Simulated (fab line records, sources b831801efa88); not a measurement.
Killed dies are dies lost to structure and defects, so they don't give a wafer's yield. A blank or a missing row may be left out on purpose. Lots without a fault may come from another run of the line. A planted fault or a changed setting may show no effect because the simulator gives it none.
fab line records | flow sky130 | part 1 of 2: steps 1 to 29 of 40
record lots=5 wafers=15 last_day=51
route steps=708 shown VT_ADJUST_LVTN@112 VT_ADJUST_NCORE@119 VT_ADJUST_HVTR@131 VT_ADJUST_PCH@143
lots that met no fault: from a run of the same line without faults
start_h: hours from the record's first day to the start of the lot's first wafer shown | wait_h: hours since the lot's step before | " the same as in the row above | L1.1+2: a row that stands for several wafers | - no value, or no start given | * or withheld: withheld | < > ~ a bound
route shown NAME@n: a module of which the file shows steps, and the number in the route of the first | usual: mean/standard deviation of fault-free wafers | same: alike in all rows | chamber/n: place in a boat | sites: the reading at each site | _std_site: their standard deviation | _edge_site: outer sites' mean less inner sites' | radius_mm: how far each site lies from the wafer's centre | mask NAME#n: copy n | behind: the tool/chamber that last shaped the wafer | hold: why the lot was held/for how many hours/how that ended | device: the transistor (n, p or np) that didn't switch | end of line: the same wafers' tests at the end of the route | a step without rows: its recipe alone | killed: dies lost to structure and defects at the first sort, not the wafer's yield | map: a wafer's dies, x killed, . not, _ none there
set.NAME: the setting as run; set.NAME@STEP: as run at that earlier step | model.NAME: the simulator's own value behind a step, which no gauge read
lots at some steps of the route; a table a step, a row a wafer
services: from which hour (start_h, from the record's first day; less than 0 if before it) a tool's chamber was out of use, for how many hours, and why
## steps
# step SKY_VT_ADJUST_LVTN_EXPOSE_15
# recipe mask_id=HVN_STD_DERIVED na=0.6 source_shape=conventional sigma_outer=0.6 polarization=unpolarized target_cd_nm=600 dose_mj=163
# columns lot.wafer tool chamber start_h wait_h mask
L074.3+5+6 iline_stepper-01 0 - - HVN_STD_DERIVED#0
L084.1+2+5 iline_stepper-01 0 - - HVN_STD_DERIVED#0
L091.2+3+5 iline_stepper-02 0 - - HVN_STD_DERIVED#0
L092.3+4+5 iline_stepper-01 0 - - HVN_STD_DERIVED#0
L095.1+2+3 iline_stepper-01 0 - - HVN_STD_DERIVED#0
# step SKY_VT_ADJUST_LVTN_PEB_16
# recipe temp_c=withheld time_s=* resist=NOVOLAK
# columns lot.wafer tool chamber start_h wait_h
L074.3+5+6 litho_track-03 0 - -
L084.1+2+5 litho_track-03 0 - -
L091.2+3+5 litho_track-03 0 - -
L092.3+4+5 litho_track-04 0 - -
L095.1+2+3 litho_track-03 0 - -
# step SKY_VT_ADJUST_LVTN_DEVELOP_17
# recipe resist=NOVOLAK developer=TMAH develop_time_s=60 dev_temp_c=23
# same develop_time_s=60
# columns lot.wafer tool chamber start_h wait_h
L074.3+5+6 litho_track-03 0 158.00 0.1
L084.1+2+5 litho_track-03 0 235.50 0.1
L091.2+3+5 litho_track-03 0 300.63 0.1
L092.3+4+5 litho_track-04 0 301.24 0.1
L095.1+2+3 litho_track-03 0 317.20 0.1
# step SKY_VT_ADJUST_LVTN_OVL_MEAS_18
# usual VT_ADJUST_LVTN_01_OVL=0.8/1.6
# columns lot.wafer tool chamber start_h wait_h VT_ADJUST_LVTN_01_OVL[nm]
L074.3 overlay-02 - 158.12 0.1 -1.4
L074.5 " - " " 0.4
L074.6 " - " " -1.0
L084.1 overlay-02 - 235.65 0.1 2.3
L084.2 " - " " -0.2
L084.5 " - " " 1.2
L091.2 overlay-02 - 300.76 0.1 -0.9
L091.3 " - " " -1.0
L091.5 " - " " 0.4
L092.3 overlay-02 - 301.35 0.1 1.1
L092.4 " - " " -1.8
L092.5 " - " " 1.3
L095.1 overlay-01 - 317.35 0.1 2.5
L095.2 " - " " 0.8
L095.3 " - " " 2.3
# step SKY_VT_ADJUST_LVTN_IMPLANT_19
# recipe species=B energy_kev=30 dose_cm2=6.5e+11 tilt_deg=withheld
# usual end_station_pressure_torr=5.02e-06/2.8e-07
# columns lot.wafer tool chamber start_h wait_h end_station_pressure_torr
L074.3 implanter-02 0 158.19 0.1 5.07e-06
L074.5 " 0 " " 4.71e-06
L074.6 " 0 " " 5.14e-06
L084.1 implanter-01 0 235.84 0.2 4.88e-06
L084.2 " 0 " " 5.07e-06
L084.5 " 0 " " 5e-06
L091.2 implanter-01 0 300.82 0.0 5.07e-06
L091.3 " 0 " " 4.89e-06
L091.5 " 0 " " 4.79e-06
L092.3 implanter-01 0 301.42 0.1 4.91e-06
L092.4 " 0 " " 4.59e-06
L092.5 " 0 " " 5.15e-06
L095.1 implanter-01 0 317.39 0.0 4.46e-06
L095.2 " 0 " " 5.11e-06
L095.3 " 0 " " 5.29e-06
# step SKY_VT_ADJUST_LVTN_STRIP_20
# recipe chemistry=O2/N2 power_w=1400 pressure_mtorr=1500 platen_temp_c=withheld o2_flow_sccm=3000 n2_flow_sccm=300 overash_fraction=0.5
# usual drypump_motor_current_A=5.2/0.32 oes_product_au=0.716/0.0047 strip_time_to_endpoint_s=14.17/0.046
# columns lot.wafer tool chamber start_h wait_h drypump_motor_current_A oes_product_au rf_hours_counter_h strip_time_to_endpoint_s
L074.3 plasma_asher-04 1 158.32 0.1 4.9 0.716 - 14.14
L074.5 " 1 " " 4.8 0.715 - 14.15
L074.6 " 0 " " 5.2 0.726 - 14.16
L084.1 plasma_asher-02 1 235.99 0.1 5.6 0.716 11 14.22
L084.2 " 0 " " 5.1 0.710 11 14.16
L084.5 " 0 " " 5.1 0.714 - 14.17
L091.2 plasma_asher-01 0 300.94 0.1 5.7 0.714 50 14.10
L091.3 " 0 " " 5.7 0.714 - 14.13
L091.5 " 0 " " 5.7 0.715 - 14.12
L092.3 plasma_asher-02 1 301.55 0.1 5.6 0.722 - 14.14
L092.4 " 0 " " 5.1 0.720 - 14.12
L092.5 " 1 " " 5.6 0.709 - 14.15
L095.1 plasma_asher-02 0 317.54 0.1 5.1 0.709 20 14.25
L095.2 " 1 " " 5.6 0.718 20 14.24
L095.3 " 0 " " 5.1 0.719 - 14.27
# step SKY_VT_ADJUST_LVTN_TW_MEAS_21
# usual VT_ADJUST_LVTN_2_TW=188.5/0.96
# columns lot.wafer tool chamber start_h wait_h VT_ADJUST_LVTN_2_TW
L074.3 film_metro-01 - 158.41 0.1 187.6
L074.5 " - " " 188.0
L074.6 " - " " 188.0
L084.1 film_metro-04 - 236.09 0.1 188.3
L084.2 " - " " 187.4
L084.5 " - " " 189.4
L091.2 film_metro-03 - 301.05 0.1 187.8
L091.3 " - " " 188.7
L091.5 " - " " 187.9
L092.3 film_metro-03 - 301.64 0.1 188.5
L092.4 " - " " 189.1
L092.5 " - " " 187.8
L095.1 film_metro-04 - 317.64 0.1 189.4
L095.2 " - " " 189.1
L095.3 " - " " 188.1
# step SKY_VT_ADJUST_NCORE_DEHYDRATE_00
# recipe temp_c=200 time_s=60
# usual heater_power_total_W=160.40/0.13
# columns lot.wafer tool chamber start_h wait_h heater_power_total_W
L074.3 litho_track-04 0 168.24 9.8 160.44
L074.5 " 0 " " 160.56
L074.6 " 0 " " 160.62
L084.1 litho_track-01 0 246.83 10.7 160.48
L084.2 " 0 " " 160.17
L084.5 " 0 " " 160.22
L091.2 litho_track-01 0 313.80 12.7 160.53
L091.3 " 0 " " 160.17
L091.5 " 0 " " 160.39
L092.3 litho_track-01 0 314.43 12.8 160.41
L092.4 " 0 " " 160.57
L092.5 " 0 " " 160.64
L095.1 litho_track-03 0 330.30 12.7 160.28
L095.2 " 0 " " 160.49
L095.3 " 0 " " 160.25
# step SKY_VT_ADJUST_NCORE_HMDS_01
# recipe prime_time_s=60 prime_temp_c=120
# columns lot.wafer tool chamber start_h wait_h
L074.3+5+6 litho_track-04 0 168.39 0.1
L084.1+2+5 litho_track-01 0 246.98 0.1
L091.2+3+5 litho_track-01 0 313.95 0.1
L092.3+4+5 litho_track-01 0 314.58 0.1
L095.1+2+3 litho_track-03 0 330.45 0.1
# step SKY_VT_ADJUST_NCORE_COAT_02
# recipe resist=NOVOLAK spin_rpm=3000 resist_thk_nm=1140
# usual dispense_pressure_kPa=54/3.6
# columns lot.wafer tool chamber start_h wait_h dispense_pressure_kPa
L074.3 litho_track-04 0 168.54 0.1 56
L074.5 " 0 " " 56
L074.6 " 0 " " 56
L084.1 litho_track-01 0 247.13 0.1 56
L084.2 " 0 " " 56
L084.5 " 0 " " 56
L091.2 litho_track-01 0 314.10 0.1 56
L091.3 " 0 " " 56
L091.5 " 0 " " 56
L092.3 litho_track-01 0 314.73 0.1 56
L092.4 " 0 " " 56
L092.5 " 0 " " 56
L095.1 litho_track-03 0 330.60 0.1 48
L095.2 " 0 " " 48
L095.3 " 0 " " 48
# step SKY_VT_ADJUST_NCORE_SOFTBAKE_03
# recipe temp_c=90 time_s=60 resist=NOVOLAK
# usual heater_power_total_W=56.60/0.046
# columns lot.wafer tool chamber start_h wait_h heater_power_total_W
L074.3 litho_track-04 0 168.69 0.1 56.62
L074.5 " 0 " " 56.49
L074.6 " 0 " " 56.61
L084.1 litho_track-01 0 247.28 0.1 56.66
L084.2 " 0 " " 56.54
L084.5 " 0 " " 56.57
L091.2 litho_track-01 0 314.25 0.1 56.53
L091.3 " 0 " " 56.55
L091.5 " 0 " " 56.62
L092.3 litho_track-01 0 314.88 0.1 56.61
L092.4 " 0 " " 56.59
L092.5 " 0 " " 56.58
L095.1 litho_track-03 0 330.75 0.1 56.60
L095.2 " 0 " " 56.67
L095.3 " 0 " " 56.62
# step SKY_VT_ADJUST_NCORE_EXPOSE_04
# recipe mask_id=LVTN_COMPLEMENT_THIN na=0.6 source_shape=conventional sigma_outer=0.6 polarization=unpolarized target_cd_nm=380 dose_mj=139
# columns lot.wafer tool chamber start_h wait_h mask
L074.3+5+6 iline_stepper-02 0 - - LVTN_COMPLEMENT_THIN#0
L084.1+2+5 iline_stepper-01 0 - - LVTN_COMPLEMENT_THIN#0
L091.2+3+5 iline_stepper-01 0 - - LVTN_COMPLEMENT_THIN#0
L092.3+4+5 iline_stepper-02 0 - - LVTN_COMPLEMENT_THIN#0
L095.1+2+3 iline_stepper-02 0 - - LVTN_COMPLEMENT_THIN#0
# step SKY_VT_ADJUST_NCORE_PEB_05
# recipe temp_c=withheld time_s=* resist=NOVOLAK
# columns lot.wafer tool chamber start_h wait_h
L074.3+5+6 litho_track-01 0 - -
L084.1+2+5 litho_track-01 0 - -
L091.2+3+5 litho_track-04 0 - -
L092.3+4+5 litho_track-04 0 - -
L095.1+2+3 litho_track-03 0 - -
# step SKY_VT_ADJUST_NCORE_DEVELOP_06
# recipe resist=NOVOLAK developer=TMAH develop_time_s=60 dev_temp_c=23
# same develop_time_s=60
# columns lot.wafer tool chamber start_h wait_h
L074.3+5+6 litho_track-01 0 179.38 0.1
L084.1+2+5 litho_track-01 0 259.08 0.1
L091.2+3+5 litho_track-04 0 327.16 0.1
L092.3+4+5 litho_track-04 0 327.79 0.1
L095.1+2+3 litho_track-03 0 343.50 0.1
# step SKY_VT_ADJUST_NCORE_CD_MEAS_07
# recipe target_cd_nm=380
# usual cd_nm=380.4/2.3
# columns lot.wafer tool chamber start_h wait_h cd_nm
L074.3 cd_sem-01 - 179.52 0.1 378.1
L074.5 " - " " 378.6
L074.6 " - " " 378.4
L084.1 cd_sem-02 - 259.23 0.1 383.2
L084.2 " - " " 382.4
L084.5 " - " " 384.2
L091.2 cd_sem-01 - 327.31 0.1 377.0
L091.3 " - " " 378.8
L091.5 " - " " 376.7
L092.3 cd_sem-01 - 327.93 0.1 381.8
L092.4 " - " " 382.0
L092.5 " - " " 380.7
L095.1 cd_sem-02 - 343.65 0.1 379.4
L095.2 " - " " 378.4
L095.3 " - " " 380.8
# step SKY_VT_ADJUST_NCORE_OVL_MEAS_08
# usual VT_ADJUST_NCORE_OVL=-0.6/1.3
# columns lot.wafer tool chamber start_h wait_h VT_ADJUST_NCORE_OVL[nm]
L074.3 overlay-01 - 179.61 0.1 -0.2
L074.5 " - " " -1.8
L074.6 " - " " -1.5
L084.1 overlay-01 - 259.35 0.1 -2.2
L084.2 " - " " -3.3
L084.5 " - " " -0.6
L091.2 overlay-01 - 327.41 0.1 -0.2
L091.3 " - " " 0.8
L091.5 " - " " -0.5
L092.3 overlay-02 - 328.02 0.1 -1.0
L092.4 " - " " -0.2
L092.5 " - " " -0.4
L095.1 overlay-02 - 343.77 0.1 -1.5
L095.2 " - " " 0.1
L095.3 " - " " 1.0
# step SKY_VT_ADJUST_NCORE_IMPLANT_09
# recipe species=B energy_kev=10 dose_cm2=2.4e+12 tilt_deg=withheld
# usual end_station_pressure_torr=5.02e-06/2.7e-07
# columns lot.wafer tool chamber start_h wait_h end_station_pressure_torr
L074.3 implanter-02 0 179.68 0.1 4.46e-06
L074.5 " 0 " " 5.15e-06
L074.6 " 0 " " 5.41e-06
L084.1 implanter-03 0 259.38 0.0 5.27e-06
L084.2 " 0 " " 4.87e-06
L084.5 " 0 " " 4.66e-06
L091.2 implanter-03 0 327.47 0.0 5.13e-06
L091.3 " 0 " " 5.02e-06
L091.5 " 0 " " 4.84e-06
L092.3 implanter-03 0 328.09 0.1 5.27e-06
L092.4 " 0 " " 5.24e-06
L092.5 " 0 " " 4.78e-06
L095.1 implanter-04 0 343.81 0.0 4.54e-06
L095.2 " 0 " " 4.29e-06
L095.3 " 0 " " 4.96e-06
# step SKY_VT_ADJUST_NCORE_STRIP_10
# recipe chemistry=O2/N2 power_w=1400 pressure_mtorr=1500 platen_temp_c=withheld o2_flow_sccm=3000 n2_flow_sccm=300 overash_fraction=0.5
# usual drypump_motor_current_A=5.6/0.5 oes_product_au=0.716/0.0046 strip_time_to_endpoint_s=14.18/0.038
# columns lot.wafer tool chamber start_h wait_h drypump_motor_current_A oes_product_au rf_hours_counter_h strip_time_to_endpoint_s
L074.3 plasma_asher-03 1 179.82 0.1 5.8 0.706 - 14.18
L074.5 " 1 " " 5.8 0.720 - 14.17
L074.6 " 0 " " 6.3 0.715 - 14.18
L084.1 plasma_asher-02 1 259.53 0.1 5.6 0.715 14 14.16
L084.2 " 0 " " 5.1 0.719 14 14.19
L084.5 " 0 " " 5.1 0.714 - 14.17
L091.2 plasma_asher-03 1 327.59 0.1 5.8 0.710 62 14.20
L091.3 " 1 " " 5.8 0.715 - 14.17
L091.5 " 1 " " 5.8 0.714 - 14.17
L092.3 plasma_asher-02 0 328.22 0.1 5.1 0.715 - 14.22
L092.4 " 1 " " 5.6 0.717 - 14.17
L092.5 " 0 " " 5.1 0.717 - 14.18
L095.1 plasma_asher-01 1 343.96 0.1 4.8 0.714 54 14.18
L095.2 " 0 " " 5.7 0.710 54 14.19
L095.3 " 1 " " 4.9 0.715 - 14.17
# step SKY_VT_ADJUST_NCORE_TW_MEAS_11
# usual VT_ADJUST_NCORE_TW=218.8/1.5
# columns lot.wafer tool chamber start_h wait_h VT_ADJUST_NCORE_TW
L074.3 film_metro-01 - 179.90 0.1 218.2
L074.5 " - " " 219.2
L074.6 " - " " 217.9
L084.1 film_metro-02 - 259.63 0.1 218.6
L084.2 " - " " 217.2
L084.5 " - " " 218.2
L091.2 film_metro-01 - 327.70 0.1 218.6
L091.3 " - " " 217.6
L091.5 " - " " 219.2
L092.3 film_metro-01 - 328.31 0.1 218.6
L092.4 " - " " 219.2
L092.5 " - " " 218.1
L095.1 film_metro-03 - 344.06 0.1 220.8
L095.2 " - " " 220.4
L095.3 " - " " 220.2
# step SKY_VT_ADJUST_HVTR_DEHYDRATE_00
# recipe temp_c=200 time_s=60
# usual heater_power_total_W=160.37/0.12
# columns lot.wafer tool chamber start_h wait_h heater_power_total_W
L074.3 litho_track-01 0 189.73 9.8 160.37
L074.5 " 0 " " 160.52
L074.6 " 0 " " 160.49
L084.1 litho_track-03 0 270.65 11.0 160.35
L084.2 " 0 " " 160.38
L084.5 " 0 " " 160.34
L091.2 litho_track-01 0 341.00 13.3 160.15
L091.3 " 0 " " 160.50
L091.5 " 0 " " 160.40
L092.3 litho_track-01 0 341.63 13.3 160.39
L092.4 " 0 " " 160.11
L092.5 " 0 " " 160.38
L095.1 litho_track-02 0 357.27 13.2 160.50
L095.2 " 0 " " 160.14
L095.3 " 0 " " 160.43
# step SKY_VT_ADJUST_HVTR_HMDS_01
# recipe prime_time_s=60 prime_temp_c=120
# columns lot.wafer tool chamber start_h wait_h
L074.3+5+6 litho_track-01 0 189.88 0.1
L084.1+2+5 litho_track-03 0 270.80 0.1
L091.2+3+5 litho_track-01 0 341.15 0.1
L092.3+4+5 litho_track-01 0 341.78 0.1
L095.1+2+3 litho_track-02 0 357.42 0.1
# step SKY_VT_ADJUST_HVTR_COAT_02
# recipe resist=NOVOLAK spin_rpm=3000 resist_thk_nm=1140
# usual dispense_pressure_kPa=52/3.5
# columns lot.wafer tool chamber start_h wait_h dispense_pressure_kPa
L074.3 litho_track-01 0 190.03 0.1 56
L074.5 " 0 " " 56
L074.6 " 0 " " 56
L084.1 litho_track-03 0 270.95 0.1 48
L084.2 " 0 " " 48
L084.5 " 0 " " 48
L091.2 litho_track-01 0 341.30 0.1 56
L091.3 " 0 " " 56
L091.5 " 0 " " 56
L092.3 litho_track-01 0 341.93 0.1 56
L092.4 " 0 " " 56
L092.5 " 0 " " 56
L095.1 litho_track-02 0 357.57 0.1 52
L095.2 " 0 " " 52
L095.3 " 0 " " 52
# step SKY_VT_ADJUST_HVTR_SOFTBAKE_03
# recipe temp_c=90 time_s=60 resist=NOVOLAK
# usual heater_power_total_W=56.59/0.045
# columns lot.wafer tool chamber start_h wait_h heater_power_total_W
L074.3 litho_track-01 0 190.18 0.1 56.65
L074.5 " 0 " " 56.65
L074.6 " 0 " " 56.66
L084.1 litho_track-03 0 271.10 0.1 56.59
L084.2 " 0 " " 56.59
L084.5 " 0 " " 56.64
L091.2 litho_track-01 0 341.45 0.1 56.58
L091.3 " 0 " " 56.55
L091.5 " 0 " " 56.61
L092.3 litho_track-01 0 342.08 0.1 56.66
L092.4 " 0 " " 56.61
L092.5 " 0 " " 56.64
L095.1 litho_track-02 0 357.72 0.1 56.45
L095.2 " 0 " " 56.63
L095.3 " 0 " " 56.61
# step SKY_VT_ADJUST_HVTR_EXPOSE_04
# recipe mask_id=HVTRM target_cd_nm=380 na=0.6 source_shape=conventional sigma_outer=0.6 dose_mj=150
# columns lot.wafer tool chamber start_h wait_h mask
L074.3+5+6 iline_stepper-02 0 - - HVTRM#0
L084.1+2+5 iline_stepper-02 0 - - HVTRM#0
L091.2+3+5 iline_stepper-01 0 - - HVTRM#0
L092.3+4+5 iline_stepper-01 0 - - HVTRM#0
L095.1+2+3 iline_stepper-02 0 - - HVTRM#0
# step SKY_VT_ADJUST_HVTR_PEB_05
# recipe temp_c=withheld time_s=* resist=NOVOLAK
# columns lot.wafer tool chamber start_h wait_h
L074.3+5+6 litho_track-02 0 - -
L084.1+2+5 litho_track-03 0 - -
L091.2+3+5 litho_track-01 0 - -
L092.3+4+5 litho_track-02 0 - -
L095.1+2+3 litho_track-03 0 - -
# step SKY_VT_ADJUST_HVTR_DEVELOP_06
# recipe develop_time_s=60 dev_temp_c=23
# same develop_time_s=60
# columns lot.wafer tool chamber start_h wait_h
L074.3+5+6 litho_track-02 0 200.42 0.1
L084.1+2+5 litho_track-03 0 283.80 0.1
L091.2+3+5 litho_track-01 0 355.15 0.1
L092.3+4+5 litho_track-02 0 355.77 0.1
L095.1+2+3 litho_track-03 0 371.15 0.1
# step SKY_VT_ADJUST_HVTR_CD_MEAS_07
# recipe target_cd_nm=380
# usual cd_nm=379.5/2.4
# columns lot.wafer tool chamber start_h wait_h cd_nm
L074.3 cd_sem-01 - 200.56 0.1 376.0
L074.5 " - " " 374.4
L074.6 " - " " 376.7
L084.1 cd_sem-02 - 283.95 0.1 377.8
L084.2 " - " " 379.2
L084.5 " - " " 377.6
L091.2 cd_sem-01 - 355.30 0.1 382.3
L091.3 " - " " 380.9
L091.5 " - " " 383.7
L092.3 cd_sem-02 - 355.91 0.1 381.1
L092.4 " - " " 379.7
L092.5 " - " " 380.8
L095.1 cd_sem-01 - 371.30 0.1 379.6
L095.2 " - " " 378.8
L095.3 " - " " 379.9
# step SKY_VT_ADJUST_HVTR_OVL_MEAS_08
# usual VT_ADJUST_HVTR_OVL=-0.4/1.5
# columns lot.wafer tool chamber start_h wait_h VT_ADJUST_HVTR_OVL[nm]
L074.3 overlay-02 - 200.65 0.1 -0.4
L074.5 " - " " -0.2
L074.6 " - " " 0.4
L084.1 overlay-01 - 284.07 0.1 3.7
L084.2 " - " " 1.5
L084.5 " - " " 2.2
L091.2 overlay-02 - 355.40 0.1 -0.5
L091.3 " - " " -0.8
L091.5 " - " " -1.6
L092.3 overlay-01 - 356.00 0.1 -2.3
L092.4 " - " " 1.0
L092.5 " - " " -1.3
L095.1 overlay-02 - 371.42 0.1 0.4
L095.2 " - " " -1.5
L095.3 " - " " -0.6
# step SKY_VT_ADJUST_HVTR_IMPLANT_09
# recipe species=B energy_kev=10 dose_cm2=2.1e+12 tilt_deg=withheld
# usual end_station_pressure_torr=4.99e-06/2.6e-07
# columns lot.wafer tool chamber start_h wait_h end_station_pressure_torr
L074.3 implanter-01 0 200.73 0.1 4.86e-06
L074.5 " 0 " " 4.98e-06
L074.6 " 0 " " 4.8e-06
L084.1 implanter-01 0 284.11 0.0 5.31e-06
L084.2 " 0 " " 4.65e-06
L084.5 " 0 " " 4.54e-06
L091.2 implanter-01 0 355.46 0.0 5.07e-06
L091.3 " 0 " " 4.92e-06
L091.5 " 0 " " 5.2e-06
L092.3 implanter-04 0 356.08 0.1 5.38e-06
L092.4 " 0 " " 5.23e-06
L092.5 " 0 " " 4.96e-06
L095.1 implanter-03 0 371.46 0.0 5.19e-06
L095.2 " 0 " " 5.21e-06
L095.3 " 0 " " 5.02e-06
